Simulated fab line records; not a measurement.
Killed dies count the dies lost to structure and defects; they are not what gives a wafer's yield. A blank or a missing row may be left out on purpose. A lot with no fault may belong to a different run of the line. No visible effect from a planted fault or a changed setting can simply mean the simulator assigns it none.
Which of the tools did it?    flow gf180mcu    14 lots, 41 wafers sampled, at 6 steps of a route of 602

== WHAT THE GAUGES SHOWED, per wafer ==
GF_POLY_GATE_CD_MEAS_10 targets a cd of 280 nm.
lot   measured      on         cd nm (nm)
L284  day 9 08:28   cd sem-02  279.7 280.9 280.5
L285  day 9 17:37   cd sem-01  280.1 280.2 281.5
L286  day 10 02:51  cd sem-01  280.9 281.2 281.8
L289  day 10 11:21  cd sem-01  281.5 279.7 281.1
L290  day 11 00:49  cd sem-01  279.7 279.4 279.9
L291  day 11 12:13  cd sem-01  278.6 280.0
L292  day 11 16:12  cd sem-01  280.7 280.5 280.1
L293  day 11 19:30  cd sem-01  279.7 281.2 278.9
L294  day 12 04:26  cd sem-01  281.6 283.1 282.4
L296  day 12 19:45  cd sem-02  280.9 280.7 279.7
L297  day 13 01:04  cd sem-02  279.8 278.9 279.6
L305  day 15 10:44  cd sem-02  279.2 278.3 278.5
L306  day 15 20:04  cd sem-02  280.7 279.7 279.6
L307  day 16 02:26  cd sem-01  278.6 278.9 279.4

GF_HV_LDD_TW_MEAS_11.
lot   measured      on             HV_LDD_TW
L284  day 10 05:16  film metro-01  2409 2397 2391
L285  day 10 13:19  film metro-03  2390 2381 2367
L286  day 10 23:55  film metro-01  2403 2393 2399
L289  day 11 08:59  film metro-01  2382 2370 2381
L290  day 11 22:37  film metro-01  2374 2380 2391
L291  day 12 10:01  film metro-03  2377 2374
L292  day 12 13:13  film metro-01  2386 2391 2381
L293  day 12 16:25  film metro-03  2380 2403 2376
L294  day 13 01:55  film metro-04  2442 2442 2452
L296  day 13 17:34  film metro-01  30 30 30
L297  day 13 22:55  film metro-04  31 30 31
L305  day 16 10:46  film metro-03  2384 2368 2362
L306  day 16 20:37  film metro-03  2363 2385 2387
L307  day 17 02:59  film metro-04  2445 2450 2457

GF_HV_LDD_OVL_MEAS_20.
lot   measured      on          HV_LDD_01_OVL (nm)
L284  day 10 22:44  overlay-02  0.6 0.8 2.2
L285  day 11 07:07  overlay-01  -1.1 -3.4 -3.3
L286  day 11 18:31  overlay-01  -0.1 -1.7 0.3
L289  day 12 04:18  overlay-02  -1.3 -1.8 -1.8
L290  day 12 17:44  overlay-01  -2.1 -1.6 -1.8
L291  day 13 05:28  overlay-02  -1.4 0.2
L292  day 13 08:43  overlay-02  -0.6 -0.9 -0.4
L293  day 13 12:34  overlay-02  -0.3 -2.2 -2.5
L294  day 13 21:46  overlay-02  -1.6 -0.6 -1.3
L296  day 14 14:02  overlay-02  -0.9 0.2 -1.7
L297  day 14 19:50  overlay-02  -0.7 0.5 -3.3
L305  day 17 09:19  overlay-01  0.8 -0.2 -0.7
L306  day 17 19:44  overlay-02  -1.1 -0.8 -1.1
L307  day 18 02:26  overlay-02  -0.3 0.0 2.2

GF_HV_LDD_RS_MEAS_53: measurement is done with a four-point probe.
lot   measured      on             HV_LDD_RS (ohm/sq)
L284  day 12 14:06  film metro-03  417.4 418.2 417.9
L285  day 12 22:32  film metro-04  418.1 418.1 419.1
L286  day 13 11:15  film metro-01  418.7 418.9 419.4
L289  day 13 21:42  film metro-01  419.8 419.3 419.9
L290  day 14 11:12  film metro-03  419.1 417.2 416.1
L291  day 15 00:11  film metro-03  416.2 417.4
L292  day 15 02:23  film metro-03  419.0 418.8 420.1
L293  day 15 06:11  film metro-01  419.3 418.2 420.5
L294  day 15 16:47  film metro-01  420.1 420.0 420.4
L296  day 16 11:14  film metro-01  882.7 882.0 882.6
L297  day 16 16:15  film metro-03  881.9 882.2 882.8
L305  day 19 11:05  film metro-01  420.1 419.7 419.5
L306  day 19 21:24  film metro-03  417.7 417.5 417.4
L307  day 20 04:37  film metro-04  418.7 419.6 418.9

== EACH LOT AND THE TOOL THAT RAN IT (in order: tool; ch and the chambers of the sampled wafers; start) ==
lot   GF_VT_IMPLANT_STRIP_42                GF_HV_LDD_IMPLANT_09
L284  plasma asher-04 ch 0,1, day 7 16:47   implanter-01 ch 0, day 10 05:02
L285  plasma asher-04 ch 0,1, day 8 01:23   implanter-04 ch 0, day 10 13:04
L286  plasma asher-02 ch 0,1, day 8 10:11   implanter-03 ch 0, day 10 23:40
L289  plasma asher-04 ch 0,1, day 8 18:11   implanter-03 ch 0, day 11 08:47
L290  plasma asher-04 ch 0,1, day 9 06:59   implanter-04 ch 0, day 11 22:23
L291  plasma asher-02 ch 0,1, day 9 17:11   implanter-04 ch 0, day 12 09:46
L292  plasma asher-03 ch 0,1, day 9 21:29   implanter-03 ch 0, day 12 12:58
L293  plasma asher-02 ch 0,1, day 10 01:38  implanter-03 ch 0, day 12 16:10
L294  plasma asher-03 ch 0,1, day 10 08:32  implanter-01 ch 0, day 13 01:40
L296  plasma asher-03 ch 0,1, day 10 23:26  implanter-04, day 13 17:19
L297  plasma asher-03 ch 1, day 11 05:17    implanter-03, day 13 22:41
L305  plasma asher-02 ch 0,1, day 13 11:44  implanter-04 ch 0, day 16 10:31
L306  plasma asher-03 ch 0,1, day 13 17:08  implanter-04 ch 0, day 16 20:23
L307  plasma asher-02 ch 0,1, day 14 02:13  implanter-04 ch 0, day 17 02:46
- GF_VT_IMPLANT_STRIP_42: strips in O2/N2.
- GF_HV_LDD_IMPLANT_09

== WHAT THE TOOLS THEMSELVES READ (means of the sampled wafers that have a number; where no wafer has one, the mark that the record gives instead) ==
GF_VT_IMPLANT_STRIP_42.
lot   tool             drypump motor current A (A)  heater power w (W)  oes product au (a.u.)  strip time to endpoint s (s)
L284  plasma asher-04  6.4                          330                 0.711                  12.66
L285  plasma asher-04  6.1                          327                 0.714                  12.62
L286  plasma asher-02  6.0                          343                 0.716                  12.52
L289  plasma asher-04  6.4                          334                 0.714                  12.67
L290  plasma asher-04  6.1                          329                 0.714                  12.65
L291  plasma asher-02  5.9                          352                 0.711                  12.65
L292  plasma asher-03  5.9                          327                 0.711                  12.60
L293  plasma asher-02  5.7                          353                 0.716                  12.59
L294  plasma asher-03  5.8                          340                 0.716                  12.63
L296  plasma asher-03  5.8                          332                 0.716                  12.60
L297  plasma asher-03  5.6                          346                 0.711                  12.58
L305  plasma asher-02  6.0                          352                 0.715                  12.59
L306  plasma asher-03  5.8                          333                 0.717                  12.64
L307  plasma asher-02  6.1                          348                 0.716                  12.62

GF_HV_LDD_IMPLANT_09.
lot   tool          beam energy keV  beam on s (s)  faraday current uA
L284  implanter-01  39.996           9.95           567
L285  implanter-04  39.987           9.96           567
L286  implanter-03  40.027           10.02          564
L289  implanter-03  39.993           9.92           568
L290  implanter-04  39.991           9.84           572
L291  implanter-04  40.003           9.88           572
L292  implanter-03  39.999           9.88           571
L293  implanter-03  39.988           10.06          558
L294  implanter-01  40.006           10.02          561
L296  implanter-04  -                -              -
L297  implanter-03  -                -              -
L305  implanter-04  39.981           10.02          562
L306  implanter-04  39.992           10.09          558
L307  implanter-04  40.000           10.03          562

== THE ANSWER, worked out from the rows above alone ==
Rule: the usual values come from the lots themselves. The widest of any qualifying gaps counts: lots, ordered by their means at a reading, are off when they make up no more than a third of the lots, leave a main group of 4 or more, and stand apart from it by 3 or more times the standard deviation of that group's means. Not used: any main group whose means are identical at the precision the tables above print for the reading. A lot without any number at a reading at which 4 lots or more have one is off too. Any other lot the step has rows for is counted as sound. After the gauges, taken in route order, come the tools' own readings; for these a lot's mean is taken, as printed above. At the first step where some lot is off, the reading lying furthest off is the one used; lots without a number count as furthest.
Off: L296, L297, at GF_HV_LDD_TW_MEAS_11 (HV_LDD_TW). The main group has a mean of 2394 with a standard deviation of 25.
A tool fits if, at a process step before that reading, it ran every lot that is off, and no sound lot after the first of them. Not tried: the gauges at GF_HV_LDD_TW_MEAS_11; whatever is off there is also off at GF_HV_LDD_IMPLANT_09, on other tools, and gauge error can't account for it. None of those tried fits.

== WHAT WAS PUT IN BY THE SIMULATOR ==
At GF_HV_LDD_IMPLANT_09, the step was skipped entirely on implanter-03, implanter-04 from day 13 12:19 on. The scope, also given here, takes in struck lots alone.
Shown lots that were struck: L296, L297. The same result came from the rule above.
